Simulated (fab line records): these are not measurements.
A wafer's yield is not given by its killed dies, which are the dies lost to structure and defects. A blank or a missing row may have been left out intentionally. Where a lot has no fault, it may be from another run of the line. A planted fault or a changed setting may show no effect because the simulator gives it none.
Problem report, 8D (eight disciplines) form, completed by code -- flow sfq-line -- the parts of the form that need people (team, actions taken, sign-off) are left out

## 1. WHAT WENT WRONG
Across 6 wafers from 2 lots, M0_NB_RS at SFQ_M0_RS_MEAS_904 averages 1.314 ohm/sq, while fault-free wafers read 0.891 ohm/sq with a standard deviation of 0.0078. Measured from the usual mean, that is +54 standard deviations.
The step: measures by four-point-probe.
First observed at day 13 06:01: wafer L285.3, on film-metro-03. The record holds 42 wafers of 14 lots with a number at this step. By rule, "out" or "out of limits" means more than 4 standard deviations away from the usual mean. All remaining wafers that have a number are taken as sound.

## 2. WHAT IT IS AND WHAT IT IS NOT
question,is,is not
which readings at this step,M0_NB_RS,-
which lots,"L285, L287","L270, L271, L272, L273, L274, L275, L277, L278, L280, L284, L286, L292"
which wafers of those lots,all that have a number,-
read on which gauges,film-metro-03,"film-metro-01, film-metro-04"
when,from day 13 06:01,"up to then (30 sound wafers); but 6 sound wafers of L286, L292 came after"

## 3. THE SUSPECTS, EACH WITH WHAT RULES IT OUT
Counting: a tool stays on the suspect list if, at a process step up to the reading, it processed all lots that are out and no sound lot following the first of them.
- the gauge at SFQ_M0_RS_MEAS_904: ruled out. All the wafers that are out were read on film-metro-03, but those of them that SFQ_TRILAYER_M0_ETCH_METAL_ETCH_024 has rows for are out there too, on other tools.
- pvd-sputter-04 at SFQ_TRILAYER_M0_DEP_SPUTTER_019 (material Nb, target thk 200 nm, time 133.3 s): kept. It processed each lot that is out, first L285 at day 13 05:53, and no sound lot thereafter; up to then, the last sound lot it processed was L280 at day 11 11:46.
After counting, what remains is pvd-sputter-04 at SFQ_TRILAYER_M0_DEP_SPUTTER_019.

## 4. THE CAUSE (what the simulator had put in)
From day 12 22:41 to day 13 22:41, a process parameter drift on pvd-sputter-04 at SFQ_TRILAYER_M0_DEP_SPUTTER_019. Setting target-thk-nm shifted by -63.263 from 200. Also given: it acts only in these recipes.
Counting left only this tool.

## 5. THE EFFECT CHAIN, in route order
Rows list readings where the struck wafers' mean (over those with a number) sits beyond 3 standard deviations from the usual. Scope: only readings with a usual standard deviation given in the record; hours: median across lots of the time from each lot's start at the first step in this table that gives one to its start at this step; sigmas: change in usual standard deviations.
hours,step,reading,usual,on struck wafers,change,sigmas
0,SFQ_M0_RS_MEAS_904,M0_NB_RS,0.891 ohm/sq,1.314,+0.423,+54
133,SFQ_TRILAYER_M0_ETCH_METAL_ETCH_024,oes-product-au,0.893 a.u.,0.728,-0.165,-28
It contains these process steps:
- SFQ_TRILAYER_M0_ETCH_METAL_ETCH_024: etches Nb in Cl2/Ar, stops on SiO2, target depth 240 nm, time 120 s.

## 6. HOW IT WOULD HAVE BEEN CAUGHT EARLIER
The first out-of-limits reading at a measuring or inspecting step in this record came at day 13 06:01, 7 hours after the fault's start at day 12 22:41.
An alarm limit of 4 standard deviations would not have fired on the tool readings at SFQ_TRILAYER_M0_DEP_SPUTTER_019 for which the record gives a usual standard deviation, since none of them was out on any struck wafer.
Among the 2 lots that are out, L287 began SFQ_TRILAYER_M0_DEP_SPUTTER_019 on pvd-sputter-04 after day 13 06:01. A tool hold placed at that time would have kept it from harm.
